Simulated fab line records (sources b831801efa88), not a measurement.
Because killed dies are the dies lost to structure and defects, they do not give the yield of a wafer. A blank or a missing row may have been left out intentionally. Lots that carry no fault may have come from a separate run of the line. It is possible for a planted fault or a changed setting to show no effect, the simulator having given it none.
fab line records    flow sky130
record lots=11  wafers=33  last_day=50
route steps=708 shown METAL2@499 VIA2@510 METAL3@534 PAD_OPEN@708
lots that met no fault: from a run of the same line without faults
start_h: hours from the record's opening day to when the first of the lot's shown wafers began    wait_h: how many hours have passed since the lot's step before this one    " as in the row above    L1.1+2: a single row standing in for several wafers    - value missing, or start not given    * or withheld: withheld    < > ~ a bound
route shown NAME@n: NAME is a module with steps in the file, n the number in the route of the first one    usual: mean/standard deviation of fault-free wafers    same: alike in all rows    chamber/n: place in a boat    sites: per-site readings    _std_site: standard deviation of those values    _edge_site: mean of outer sites minus mean of inner sites    radius_mm: for every site, how far away it sits from the centre of the wafer    mask NAME#n: copy n    behind: the last tool/chamber to shape the wafer    hold: reason for holding the lot/hours on hold/outcome of the hold    device: the n, p or np transistor that did not switch    end of line: tests run on the same wafers once the route is complete    a step without rows: its recipe alone    killed: the dies lost at the first sort to structure and to defects; this is not the yield of the wafer    map: per-die view of a wafer (x killed, . not killed, _ where there is no die)
set.NAME: the run value of the setting; set.NAME@STEP: its run value at that earlier step    model.NAME: the simulator's own value behind a step, which no gauge read
the route's steps for a sample of lots (tables are steps, rows are wafers)
services: when a tool's chamber went out of use (start_h, in hours from the record's first day, below 0 if earlier), for how many hours, and the reason
## steps
# step SKY_METAL2_OVL_MEAS_16
# usual METAL2_OVL=-1/6.4
lot.wafer  tool        chamber  start_h  wait_h  METAL2_OVL[nm]
L826.1     overlay-01  -        870.54   0.1     -12
L826.3     "           -        "        "       -8
L826.5     "           -        "        "       -7
L829.1     overlay-01  -        879.50   0.1     -1
L829.3     "           -        "        "       -7
L829.6     "           -        "        "       -1
L831.2     overlay-01  -        890.64   0.1     3
L831.5     "           -        "        "       6
L831.6     "           -        "        "       9
L832.1     overlay-02  -        900.04   0.1     -4
L832.2     "           -        "        "       3
L832.3     "           -        "        "       -7
L833.2     overlay-01  -        913.74   0.1     -5
L833.3     "           -        "        "       -6
L833.6     "           -        "        "       -13
L835.2     overlay-01  -        925.04   0.1     -2
L835.4     "           -        "        "       -2
L835.5     "           -        "        "       -4
L836.1     overlay-02  -        930.46   0.1     -3
L836.2     "           -        "        "       -1
L836.4     "           -        "        "       -4
L837.1     overlay-02  -        939.81   0.1     -14
L837.2     "           -        "        "       0
L837.3     "           -        "        "       -6
L841.3     overlay-01  -        969.53   0.1     3
L841.5     "           -        "        "       1
L841.6     "           -        "        "       4
L843.4     overlay-01  -        982.26   0.1     -2
L843.5     "           -        "        "       -5
L843.6     "           -        "        "       -6
L844.3     overlay-02  -        983.95   0.1     11
L844.4     "           -        "        "       8
L844.5     "           -        "        "       7
# step SKY_METAL2_METAL_ETCH_19
# recipe target_depth_a=3600  stop_on=SiO2  over_etch_frac=0.3  time_s=78  chemistry=Cl2/BCl3  resist_sidewall_deg=88  pressure_mtorr=10  icp_w=900  bias_w=48.5  Cl2_flow_sccm=60  bcl3_flow_sccm=30
# usual chamber_pressure_mTorr=10.000/0.0091  drypump_motor_current_A=5.7/0.36  oes_product_au=0.856/0.0054  throttle_valve_pct=22.265/0.0093
lot.wafer  tool          chamber  start_h  wait_h  chamber_pressure_mTorr  drypump_motor_current_A  oes_product_au  rf_hours_counter_h  throttle_valve_pct
L826.1     rie_metal-03  1        870.67   0.0     10.006                  5.4                      0.855           10                  22.277
L826.3     "             1        "        "       9.995                   5.4                      0.859           -                   22.266
L826.5     "             1        "        "       10.011                  5.4                      0.860           -                   22.264
L829.1     rie_metal-01  1        879.72   0.1     9.997                   5.7                      0.856           3                   22.260
L829.3     "             1        "        "       10.005                  5.7                      0.863           -                   22.271
L829.6     "             1        "        "       10.008                  5.7                      0.855           -                   22.273
L831.2     rie_metal-01  1        890.77   0.0     10.006                  5.7                      0.858           3                   22.258
L831.5     "             1        "        "       10.028                  5.7                      0.851           -                   22.255
L831.6     "             0        "        "       10.006                  5.6                      0.861           -                   22.264
L832.1     rie_metal-01  1        900.17   0.0     10.005                  5.7                      0.847           4                   22.268
L832.2     "             0        "        "       10.003                  5.6                      0.855           1                   22.253
L832.3     "             1        "        "       10.005                  5.8                      0.863           -                   22.263
L833.2     rie_metal-03  0        913.87   0.0     9.991                   6.2                      0.861           15                  22.267
L833.3     "             0        "        "       9.995                   6.2                      0.858           -                   22.268
L833.6     "             0        "        "       9.993                   6.2                      0.853           -                   22.287
L835.2     rie_metal-04  0        925.17   0.0     9.981                   6.3                      0.849           16                  22.264
L835.4     "             1        "        "       9.984                   5.2                      0.859           -                   22.263
L835.5     "             0        "        "       10.002                  6.3                      0.852           -                   22.266
L836.1     rie_metal-01  1        930.59   0.0     10.009                  5.7                      0.853           5                   22.248
L836.2     "             0        "        "       10.000                  5.7                      0.853           2                   22.270
L836.4     "             0        "        "       10.023                  5.6                      0.850           -                   22.255
L837.1     rie_metal-03  1        939.94   0.0     10.004                  5.4                      0.851           13                  22.262
L837.2     "             0        "        "       10.002                  6.2                      0.853           16                  22.258
L837.3     "             1        "        "       10.008                  5.4                      0.851           -                   22.271
L841.3     rie_metal-04  1        969.67   0.1     10.019                  5.2                      0.863           -                   22.267
L841.5     "             1        "        "       10.007                  5.2                      0.856           -                   22.258
L841.6     "             0        "        "       10.004                  6.3                      0.856           -                   22.255
L843.4     rie_metal-04  0        982.41   0.1     10.022                  6.3                      0.851           -                   22.285
L843.5     "             0        "        "       10.000                  6.3                      0.858           -                   22.272
L843.6     "             1        "        "       10.004                  5.2                      0.851           -                   22.256
L844.3     rie_metal-01  1        984.10   0.1     10.000                  5.8                      0.859           -                   22.260
L844.4     "             0        "        "       10.007                  5.7                      0.858           -                   22.277
L844.5     "             1        "        "       9.989                   5.7                      0.851           -                   22.275
# step SKY_VIA2_BOW_MEAS_03
# recipe mode=bow
# usual VIA2_BOW=85/7.3
lot.wafer  tool           chamber  start_h  wait_h  VIA2_BOW[um]
L826.1     film_metro-04  -        871.84   0.1     86
L826.3     "              -        "        "       89
L826.5     "              -        "        "       82
L829.1     film_metro-03  -        880.98   0.2     77
L829.3     "              -        "        "       88
L829.6     "              -        "        "       68
L831.2     film_metro-01  -        891.99   0.3     84
L831.5     "              -        "        "       88
L831.6     "              -        "        "       97
L832.1     film_metro-01  -        901.33   0.2     96
L832.2     "              -        "        "       76
L832.3     "              -        "        "       77
L833.2     film_metro-01  -        915.06   0.2     95
L833.3     "              -        "        "       92
L833.6     "              -        "        "       87
L835.2     film_metro-01  -        926.43   0.2     85
L835.4     "              -        "        "       97
L835.5     "              -        "        "       93
L836.1     film_metro-04  -        931.83   0.1     85
L836.2     "              -        "        "       91
L836.4     "              -        "        "       84
L837.1     film_metro-04  -        941.14   0.2     75
L837.2     "              -        "        "       81
L837.3     "              -        "        "       87
L841.3     film_metro-04  -        970.89   0.2     91
L841.5     "              -        "        "       82
L841.6     "              -        "        "       83
L843.4     film_metro-03  -        983.61   0.3     82
L843.5     "              -        "        "       78
L843.6     "              -        "        "       95
L844.3     film_metro-04  -        985.37   0.2     81
L844.4     "              -        "        "       89
L844.5     "              -        "        "       85
# step SKY_METAL3_SPUTTER_02
# recipe material=AlCu  target_thk_nm=735  power_w=10600  time_s=39.1  chamber_pressure_pa=0.4
# usual cathode_dc_power_W=10600/2  throttle_valve_pct=30.2/1.2
lot.wafer  tool            chamber  start_h  wait_h  cathode_dc_power_W  throttle_valve_pct
L826.1     pvd_sputter-02  -        900.23   0.0     10603               30.6
L826.3     "               -        "        "       10602               29.2
L826.5     "               -        "        "       10603               29.1
L829.1     pvd_sputter-01  -        908.69   0.0     10601               31.4
L829.3     "               -        "        "       10600               31.5
L829.6     "               -        "        "       10600               31.9
L831.2     pvd_sputter-02  -        919.60   0.0     10600               29.6
L831.5     "               -        "        "       10598               30.5
L831.6     "               -        "        "       10598               29.9
L832.1     pvd_sputter-02  -        928.13   0.0     10601               28.8
L832.2     "               -        "        "       10596               29.7
L832.3     "               -        "        "       10600               29.4
L833.2     pvd_sputter-02  -        941.89   0.0     10602               30.6
L833.3     "               -        "        "       10598               29.8
L833.6     "               -        "        "       10602               30.7
L835.2     pvd_sputter-01  -        953.51   0.0     10601               31.6
L835.4     "               -        "        "       10602               31.4
L835.5     "               -        "        "       10599               31.9
L836.1     pvd_sputter-02  -        958.75   0.0     10599               29.0
L836.2     "               -        "        "       10601               28.9
L836.4     "               -        "        "       10598               29.8
L837.1     pvd_sputter-04  -        968.04   0.0     10601               29.9
L837.2     "               -        "        "       10601               30.8
L837.3     "               -        "        "       10600               28.7
L841.3     pvd_sputter-02  -        996.81   0.0     8221.4              30.8
L841.5     "               -        "        "       8222.3              29.6
L841.6     "               -        "        "       8218.7              28.8
L843.4     pvd_sputter-02  -        1009.69  0.0     8221.4              30.7
L843.5     "               -        "        "       8221.9              30.9
L843.6     "               -        "        "       8222.1              28.8
L844.3     pvd_sputter-01  -        1011.16  0.0     10599               31.9
L844.4     "               -        "        "       10601               31.4
L844.5     "               -        "        "       10601               31.0
# step SKY_METAL3_METAL_ETCH_18
# recipe target_depth_a=8450  stop_on=SiO2  over_etch_frac=0.3  time_s=183.1  chemistry=Cl2/BCl3  resist_sidewall_deg=88  pressure_mtorr=10  icp_w=900  bias_w=48.5  Cl2_flow_sccm=60  bcl3_flow_sccm=30
# usual chamber_pressure_mTorr=10.000/0.0093  drypump_motor_current_A=5.8/0.46  oes_product_au=0.868/0.0072  throttle_valve_pct=22.264/0.0088
lot.wafer  tool          chamber  start_h  wait_h  chamber_pressure_mTorr  drypump_motor_current_A  oes_product_au  rf_hours_counter_h  throttle_valve_pct
L826.1     rie_metal-03  0        952.33   0.0     9.997                   6.3                      0.867           17                  22.269
L826.3     "             1        "        "       9.988                   5.4                      0.871           -                   22.264
L826.5     "             1        "        "       9.998                   5.4                      0.865           -                   22.258
L829.1     rie_metal-04  1        959.70   0.0     10.007                  5.2                      0.866           11                  22.256
L829.3     "             1        "        "       10.005                  5.2                      0.862           -                   22.276
L829.6     "             0        "        "       10.000                  6.3                      0.867           -                   22.255
L831.2     rie_metal-03  1        970.70   0.0     9.997                   5.4                      0.857           14                  22.271
L831.5     "             0        "        "       10.004                  6.2                      0.857           -                   22.255
L831.6     "             1        "        "       10.006                  5.4                      0.860           -                   22.251
L832.1     rie_metal-04  1        978.23   0.0     10.003                  5.2                      0.862           11                  22.278
L832.2     "             0        "        "       10.001                  6.3                      0.865           19                  22.257
L832.3     "             0        "        "       10.014                  6.3                      0.871           -                   22.257
L833.2     rie_metal-03  0        992.90   0.0     10.003                  6.2                      0.866           19                  22.273
L833.3     "             1        "        "       9.992                   5.4                      0.876           -                   22.270
L833.6     "             1        "        "       9.987                   5.4                      0.868           -                   22.264
L835.2     rie_metal-04  1        1003.05  0.0     9.997                   5.2                      0.870           13                  22.267
L835.4     "             0        "        "       9.995                   6.3                      0.872           -                   22.255
L835.5     "             0        "        "       9.994                   6.3                      0.864           -                   22.280
L836.1     rie_metal-02  1        1008.45  0.0     10.004                  5.9                      0.881           7                   22.278
L836.2     "             0        "        "       10.009                  6.3                      0.866           15                  22.246
L836.4     "             1        "        "       10.019                  5.9                      0.869           -                   22.272
L837.1     rie_metal-04  1        1018.53  0.0     9.999                   5.2                      0.869           14                  22.256
L837.2     "             1        "        "       10.011                  5.2                      0.877           -                   22.261
L837.3     "             1        "        "       9.999                   5.2                      0.866           -                   22.286
L841.3     rie_metal-02  0        1044.49  0.1     10.000                  6.3                      0.772           -                   22.268
L841.5     "             0        "        "       9.991                   6.3                      0.769           -                   22.279
L841.6     "             1        "        "       9.982                   5.9                      0.768           -                   22.264
L843.4     rie_metal-04  0        1057.16  0.1     9.991                   6.3                      0.752           -                   22.263
L843.5     "             0        "        "       10.001                  6.3                      0.763           -                   22.260
L843.6     "             1        "        "       10.010                  5.2                      0.767           -                   22.286
L844.3     rie_metal-04  1        1059.01  0.1     10.007                  5.2                      0.862           -                   22.270
L844.4     "             0        "        "       10.010                  6.3                      0.870           -                   22.267
L844.5     "             1        "        "       10.004                  5.2                      0.858           -                   22.257
# step SKY_PAD_OPEN_PROBE_99
# usual defect_limited_yield=82.7/1.9  killed_at_M0_to_M3=44/7.2  killed_at_M4_up=2.9/1.8  killed_at_contacts=24/5.2  killed_at_front_end=15/4  killed_at_other=0.2/0.49  killed_dies=85/9.1  killed_on_rim=17/3.7  killed_open=47/6.8  killed_short=38/5.7  sort_bin_3_pad_short=0.9/0.44  sort_bin_5_function=10.3/1.4  sort_bin_6_memory=6.2/1.1  sort_n_pass=407/9.1  sort_yield_pct=82.7/1.9
# same gross_dies=492  killed_at_back_side=0  sort_bin_4_leakage[%]=0  sort_bin_8_speed[%]=0
lot.wafer  tool       chamber  start_h  wait_h  defect_limited_yield[%]  killed_at_M0_to_M3  killed_at_M4_up  killed_at_contacts  killed_at_front_end  killed_at_other  killed_dies  killed_on_rim  killed_open  killed_short  sort_bin_3_pad_short[%]  sort_bin_5_function[%]  sort_bin_6_memory[%]  sort_n_pass  sort_yield_pct[%]
L826.1     prober-02  -        1123.80  0.1     81.9                     50                  2                29                  8                    0                89           21             52           37            1.0                      10.4                    6.7                   403          81.9
L826.3     prober-02  -        1123.90  0.2     79.7                     50                  7                24                  19                   0                100          19             55           45            0.4                      12.6                    7.3                   392          79.7
L826.5     prober-02  -        1124.00  0.2     82.7                     50                  5                21                  9                    0                85           11             52           33            0.8                      9.8                     6.7                   407          82.7
L829.1     prober-01  -        1128.93  0.1     83.1                     41                  7                22                  13                   0                83           15             44           39            1.0                      8.5                     7.3                   409          83.1
L829.3     prober-01  -        1129.03  0.2     80.1                     54                  2                27                  15                   0                98           24             48           50            0.2                      11.0                    8.7                   394          80.1
L829.6     prober-01  -        1129.18  0.2     82.5                     47                  2                23                  14                   0                86           24             53           33            1.0                      9.6                     6.9                   406          82.5
L831.2     prober-02  -        1136.47  0.1     85.2                     46                  0                14                  13                   0                73           10             45           28            0.6                      10.4                    3.9                   419          85.2
L831.5     prober-02  -        1136.62  0.2     81.5                     46                  1                27                  16                   1                91           23             51           40            0.6                      10.8                    7.1                   401          81.5
L831.6     prober-02  -        1136.67  0.2     81.7                     36                  4                30                  19                   1                90           11             52           38            1.0                      11.8                    5.5                   402          81.7
L832.1     prober-02  -        1144.48  0.1     85.0                     35                  2                27                  10                   0                74           17             42           32            1.0                      7.7                     6.3                   418          85.0
L832.2     prober-02  -        1144.53  0.1     83.3                     46                  5                19                  12                   0                82           12             42           40            0.8                      10.2                    5.7                   410          83.3
L832.3     prober-02  -        1144.58  0.2     83.9                     36                  2                27                  14                   0                79           12             46           33            0.6                      10.0                    5.5                   413          83.9
L833.2     prober-01  -        1154.10  0.1     78.9                     61                  4                25                  14                   0                104          22             55           49            1.2                      12.2                    7.7                   388          78.9
L833.3     prober-01  -        1154.15  0.2     83.1                     43                  2                26                  12                   0                83           13             48           35            1.0                      10.0                    5.9                   409          83.1
L833.6     prober-01  -        1154.30  0.2     83.1                     54                  1                15                  13                   0                83           19             48           35            1.4                      9.8                     5.7                   409          83.1
L835.2     prober-01  -        1164.47  0.1     84.6                     42                  3                19                  12                   0                76           17             39           37            2.0                      8.1                     5.3                   416          84.6
L835.4     prober-01  -        1164.57  0.2     83.1                     36                  4                28                  15                   0                83           19             40           43            1.8                      10.0                    5.1                   409          83.1
L835.5     prober-01  -        1164.62  0.2     82.7                     43                  2                22                  18                   0                85           20             37           48            0.8                      10.4                    6.1                   407          82.7
L836.1     prober-02  -        1167.02  0.1     80.7                     54                  4                21                  16                   0                95           20             53           42            1.2                      11.0                    7.1                   397          80.7
L836.2     prober-02  -        1167.07  0.1     82.5                     35                  1                31                  19                   0                86           18             54           32            0.6                      10.6                    6.3                   406          82.5
L836.4     prober-02  -        1167.17  0.2     82.5                     50                  1                22                  13                   0                86           16             48           38            0.6                      11.4                    5.5                   406          82.5
L837.1     prober-01  -        1175.27  0.1     80.5                     52                  2                25                  16                   1                96           24             49           47            0.4                      13.6                    5.5                   396          80.5
L837.2     prober-01  -        1175.32  0.1     83.7                     42                  4                18                  15                   1                80           13             43           37            0.6                      9.8                     5.9                   412          83.7
L837.3     prober-01  -        1175.37  0.2     82.1                     45                  1                22                  20                   0                88           20             48           40            1.2                      10.4                    6.3                   404          82.1
L841.3     prober-01  -        1195.27  0.2     86.2                     32                  2                20                  12                   2                68           12             34           34            0.6                      8.7                     4.5                   424          86.2
L841.5     prober-01  -        1195.37  0.2     86.4                     41                  2                11                  13                   0                67           15             35           32            0.2                      8.7                     4.7                   425          86.4
L841.6     prober-01  -        1195.42  0.2     83.7                     38                  1                21                  20                   0                80           16             41           39            1.6                      10.4                    4.3                   412          83.7
L843.4     prober-01  -        1204.36  0.2     83.3                     40                  3                26                  13                   0                82           12             46           36            1.4                      9.8                     5.5                   410          83.3
L843.5     prober-01  -        1204.41  0.2     83.7                     44                  4                18                  13                   1                80           18             44           36            1.4                      7.9                     6.9                   412          83.7
L843.6     prober-01  -        1204.46  0.2     82.1                     40                  4                25                  19                   0                88           25             43           45            1.2                      10.2                    6.5                   404          82.1
L844.3     prober-02  -        1205.55  0.2     83.1                     42                  2                27                  12                   0                83           16             49           34            0.8                      11.4                    4.7                   409          83.1
L844.4     prober-02  -        1205.60  0.2     81.7                     47                  2                22                  19                   0                90           13             53           37            0.2                      11.2                    6.9                   402          81.7
L844.5     prober-02  -        1205.65  0.2     80.9                     40                  6                36                  12                   0                94           21             54           40            0.8                      13.4                    4.9                   398          80.9
# killed by level:class
L826.1 VIA3:geometric_particle:open=13 CONTACT:geometric_particle:open=10 VIA1:geometric_particle:open=10 LI_CONTACT:geometric_particle:open=8 METAL2:geometric_particle:short=8 VIA1:geometric_particle:short=5 LOCAL_INTERCONNECT:geometric_particle:short=4 CONTACT:geometric_particle:short=4
L826.3 VIA1:geometric_particle:open=13 LI_CONTACT:geometric_particle:open=9 FIELD_ISO:geometric_particle:open=7 VIA3:geometric_particle:open=7 METAL2:geometric_particle:short=7 VIA1:geometric_particle:short=6 POLY_GATE:geometric_particle:short=5 CONTACT:geometric_particle:open=5
L826.5 VIA1:geometric_particle:open=13 VIA3:geometric_particle:open=10 CONTACT:geometric_particle:open=7 VIA2:geometric_particle:open=7 LI_CONTACT:geometric_particle:open=6 METAL1:geometric_particle:short=6 VIA1:geometric_particle:short=5 METAL2:geometric_particle:short=5
L829.1 VIA1:geometric_particle:open=13 CONTACT:geometric_particle:open=10 LI_CONTACT:geometric_particle:short=7 METAL2:geometric_particle:short=6 VIA2:geometric_particle:open=6 METAL4:geometric_particle:short=5 VIA1:geometric_particle:short=4 FIELD_ISO:geometric_particle:short=3
L829.3 VIA3:geometric_particle:open=10 METAL2:geometric_particle:short=9 CONTACT:geometric_particle:short=8 VIA1:geometric_particle:short=8 LI_CONTACT:geometric_particle:open=7 VIA1:geometric_particle:open=7 CONTACT:geometric_particle:open=6 FIELD_ISO:geometric_particle:open=5
L829.6 CONTACT:geometric_particle:open=12 VIA1:geometric_particle:open=10 VIA3:geometric_particle:open=9 VIA2:geometric_particle:open=9 METAL2:geometric_particle:short=7 FIELD_ISO:geometric_particle:open=5 VIA2:geometric_particle:short=5 FIELD_ISO:geometric_particle:short=4
L831.2 VIA1:geometric_particle:open=15 VIA2:geometric_particle:open=6 CONTACT:geometric_particle:open=6 VIA3:geometric_particle:open=6 POLY_GATE:geometric_particle:open=5 VIA1:geometric_particle:short=5 POLY_GATE:geometric_particle:short=4 CONTACT:geometric_particle:short=4
L831.5 VIA1:geometric_particle:open=16 CONTACT:geometric_particle:open=13 LI_CONTACT:geometric_particle:open=6 CONTACT:geometric_particle:short=6 POLY_GATE:geometric_particle:short=5 VIA1:geometric_particle:short=5 METAL1:geometric_particle:short=5 VIA3:geometric_particle:open=5
L831.6 LI_CONTACT:geometric_particle:open=11 CONTACT:geometric_particle:open=11 METAL1:geometric_particle:short=6 VIA1:geometric_particle:open=6 FIELD_ISO:geometric_particle:open=5 VIA1:geometric_particle:short=5 METAL2:geometric_particle:short=5 METAL3:geometric_particle:short=5
L832.1 CONTACT:geometric_particle:open=11 VIA1:geometric_particle:open=11 LI_CONTACT:geometric_particle:open=6 VIA3:geometric_particle:open=6 VIA1:geometric_particle:short=5 CONTACT:geometric_particle:short=4 METAL3:geometric_particle:short=4 METAL2:geometric_particle:short=4
L832.2 VIA1:geometric_particle:open=11 CONTACT:geometric_particle:open=8 METAL2:geometric_particle:short=7 VIA3:geometric_particle:open=7 VIA3:geometric_particle:short=6 FIELD_ISO:geometric_particle:short=5 LI_CONTACT:geometric_particle:open=5 METAL1:geometric_particle:short=5
L832.3 VIA1:geometric_particle:open=9 LI_CONTACT:geometric_particle:open=8 CONTACT:geometric_particle:open=8 VIA3:geometric_particle:open=8 LOCAL_INTERCONNECT:geometric_particle:short=6 FIELD_ISO:geometric_particle:short=4 FIELD_ISO:geometric_particle:open=3 POLY_GATE:geometric_particle:short=3
L833.2 VIA1:geometric_particle:open=17 METAL1:geometric_particle:short=8 VIA3:geometric_particle:open=8 LI_CONTACT:geometric_particle:open=7 CONTACT:geometric_particle:open=7 CONTACT:geometric_particle:short=6 VIA2:geometric_particle:short=6 VIA3:geometric_particle:short=6
L833.3 VIA1:geometric_particle:open=14 CONTACT:geometric_particle:open=10 VIA3:geometric_particle:open=8 LI_CONTACT:geometric_particle:open=6 METAL1:geometric_particle:short=5 VIA1:geometric_particle:short=5 LOCAL_INTERCONNECT:geometric_particle:short=4 POLY_GATE:geometric_particle:short=4
L833.6 VIA1:geometric_particle:open=14 VIA2:geometric_particle:open=8 CONTACT:geometric_particle:open=7 VIA3:geometric_particle:short=7 VIA3:geometric_particle:open=7 VIA2:geometric_particle:short=5 METAL1:geometric_particle:short=4 FIELD_ISO:geometric_particle:open=3
L835.2 CONTACT:geometric_particle:open=8 VIA2:geometric_particle:open=7 METAL2:geometric_particle:short=7 METAL1:geometric_particle:short=6 FIELD_ISO:geometric_particle:open=5 LI_CONTACT:geometric_particle:short=5 VIA3:geometric_particle:open=5 LOCAL_INTERCONNECT:geometric_particle:short=4
L835.4 CONTACT:geometric_particle:open=11 LOCAL_INTERCONNECT:geometric_particle:short=9 METAL1:geometric_particle:short=8 VIA1:geometric_particle:open=6 METAL2:geometric_particle:short=5 FIELD_ISO:geometric_particle:open=4 CONTACT:geometric_particle:short=4 VIA2:geometric_particle:short=4
L835.5 CONTACT:geometric_particle:open=9 VIA1:geometric_particle:open=8 POLY_GATE:geometric_particle:short=6 LOCAL_INTERCONNECT:geometric_particle:short=6 METAL1:geometric_particle:short=6 VIA2:geometric_particle:short=6 VIA3:geometric_particle:short=6 METAL2:geometric_particle:short=5
L836.1 CONTACT:geometric_particle:open=12 VIA1:geometric_particle:open=12 VIA1:geometric_particle:short=9 METAL1:geometric_particle:short=8 FIELD_ISO:geometric_particle:open=5 POLY_GATE:geometric_particle:open=5 VIA3:geometric_particle:open=5 VIA2:geometric_particle:open=5
L836.2 CONTACT:geometric_particle:open=12 VIA3:geometric_particle:open=9 LI_CONTACT:geometric_particle:open=9 VIA2:geometric_particle:open=7 FIELD_ISO:geometric_particle:open=6 LI_CONTACT:geometric_particle:short=5 POLY_GATE:geometric_particle:short=4 METAL1:geometric_particle:short=4
L836.4 VIA1:geometric_particle:open=17 CONTACT:geometric_particle:open=10 METAL1:geometric_particle:short=7 VIA2:geometric_particle:open=6 METAL3:geometric_particle:short=6 POLY_GATE:geometric_particle:short=4 LI_CONTACT:geometric_particle:open=4 FIELD_ISO:geometric_particle:short=3
L837.1 VIA2:geometric_particle:open=12 LOCAL_INTERCONNECT:geometric_particle:short=7 CONTACT:geometric_particle:open=7 VIA3:geometric_particle:open=7 POLY_GATE:geometric_particle:short=6 METAL2:geometric_particle:short=6 METAL3:geometric_particle:short=5 METAL1:geometric_particle:short=5
L837.2 VIA3:geometric_particle:open=9 VIA1:geometric_particle:open=7 LI_CONTACT:geometric_particle:open=6 FIELD_ISO:geometric_particle:short=5 LOCAL_INTERCONNECT:geometric_particle:short=5 CONTACT:geometric_particle:open=5 METAL1:geometric_particle:short=5 VIA2:geometric_particle:open=5
L837.3 VIA1:geometric_particle:open=10 FIELD_ISO:geometric_particle:short=8 METAL2:geometric_particle:short=8 VIA2:geometric_particle:open=8 CONTACT:geometric_particle:open=7 LI_CONTACT:geometric_particle:open=5 METAL1:geometric_particle:short=5 VIA3:geometric_particle:open=5
L841.3 CONTACT:geometric_particle:open=7 CONTACT:geometric_particle:short=5 VIA1:geometric_particle:open=5 METAL2:geometric_particle:short=5 FIELD_ISO:geometric_particle:open=4 POLY_GATE:geometric_particle:short=4 METAL1:geometric_particle:short=4 VIA1:geometric_particle:short=4
L841.5 METAL1:geometric_particle:short=7 VIA2:geometric_particle:open=6 CONTACT:geometric_particle:open=6 VIA1:geometric_particle:open=6 METAL2:geometric_particle:short=5 VIA1:geometric_particle:short=4 METAL2:geometric_particle:open=4 FIELD_ISO:geometric_particle:short=3
L841.6 METAL2:geometric_particle:short=8 VIA1:geometric_particle:open=8 FIELD_ISO:geometric_particle:open=7 CONTACT:geometric_particle:open=7 FIELD_ISO:geometric_particle:short=6 LI_CONTACT:geometric_particle:open=6 METAL1:geometric_particle:short=6 CONTACT:geometric_particle:short=4
L843.4 CONTACT:geometric_particle:open=10 VIA1:geometric_particle:open=10 LI_CONTACT:geometric_particle:open=7 VIA2:geometric_particle:open=5 FIELD_ISO:geometric_particle:open=4 METAL3:geometric_particle:short=4 VIA3:geometric_particle:short=4 FIELD_ISO:geometric_particle:short=3
L843.5 VIA3:geometric_particle:open=8 METAL1:geometric_particle:short=7 LI_CONTACT:geometric_particle:open=7 POLY_GATE:geometric_particle:open=6 VIA1:geometric_particle:open=6 CONTACT:geometric_particle:open=5 METAL2:geometric_particle:short=5 VIA2:geometric_particle:open=4
L843.6 CONTACT:geometric_particle:open=11 METAL2:geometric_particle:short=9 VIA2:geometric_particle:open=8 VIA1:geometric_particle:open=8 FIELD_ISO:geometric_particle:short=7 METAL1:geometric_particle:short=6 LI_CONTACT:geometric_particle:open=5 FIELD_ISO:geometric_particle:open=4
L844.3 VIA1:geometric_particle:open=13 CONTACT:geometric_particle:open=11 LI_CONTACT:geometric_particle:open=6 CONTACT:geometric_particle:short=6 VIA3:geometric_particle:short=5 VIA3:geometric_particle:open=5 POLY_GATE:geometric_particle:short=4 METAL3:geometric_particle:short=4
L844.4 VIA1:geometric_particle:open=11 LI_CONTACT:geometric_particle:open=8 VIA3:geometric_particle:open=8 VIA2:geometric_particle:open=7 CONTACT:geometric_particle:open=7 VIA1:geometric_particle:short=5 METAL2:geometric_particle:short=4 VIA3:geometric_particle:short=4
L844.5 CONTACT:geometric_particle:open=13 VIA1:geometric_particle:open=9 LI_CONTACT:geometric_particle:open=7 VIA3:geometric_particle:open=7 CONTACT:geometric_particle:short=6 LI_CONTACT:geometric_particle:short=6 VIA3:geometric_particle:short=6 FIELD_ISO:geometric_particle:open=5
## services
tool            chamber  start_h  hours  kind
pvd_sputter-04  -        850.83   2.8    repair
rie_metal-01    0        862.23   -      clean
rie_metal-01    0        862.23   22.7   scheduled_down
rie_metal-01    0        862.23   22.7   vent_cycle
rie_metal-03    0        925.01   1.5    repair
pvd_sputter-04  -        950.92   4.6    repair
pvd_sputter-01  -        962.29   24.6   repair
rie_metal-04    0        1013.26  -      clean
rie_metal-04    0        1013.26  18.1   scheduled_down
rie_metal-04    0        1013.26  18.1   vent_cycle
pvd_sputter-04  -        1026.40  2.1    repair
rie_metal-03    1        1032.84  12.0   repair
rie_metal-04    -        1051.16  2.8    pm
## key
first_sign step=SKY_METAL3_SPUTTER_02  reading=cathode_dc_power_W  direction=down  sigmas=99+  usual=10600  struck=8221.3
effect step=SKY_METAL3_METAL_ETCH_18  reading=oes_product_au  direction=down  sigmas=14  usual=0.868  struck=0.765
met_at SKY_METAL3_SPUTTER_02
struck_lots L841,L843
not_acting_at SKY_METAL2_OVL_MEAS_16,SKY_METAL2_METAL_ETCH_19,SKY_VIA2_BOW_MEAS_03
onset_between 958.75 996.81
fault kind=process_parameter_drift  tool=pvd_sputter-02  chamber=-  onset_h=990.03  steps=SKY_METAL3_SPUTTER_02  channel=power_w  offset=*  shape=step  end_h=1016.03  acts_in=*  stated=*
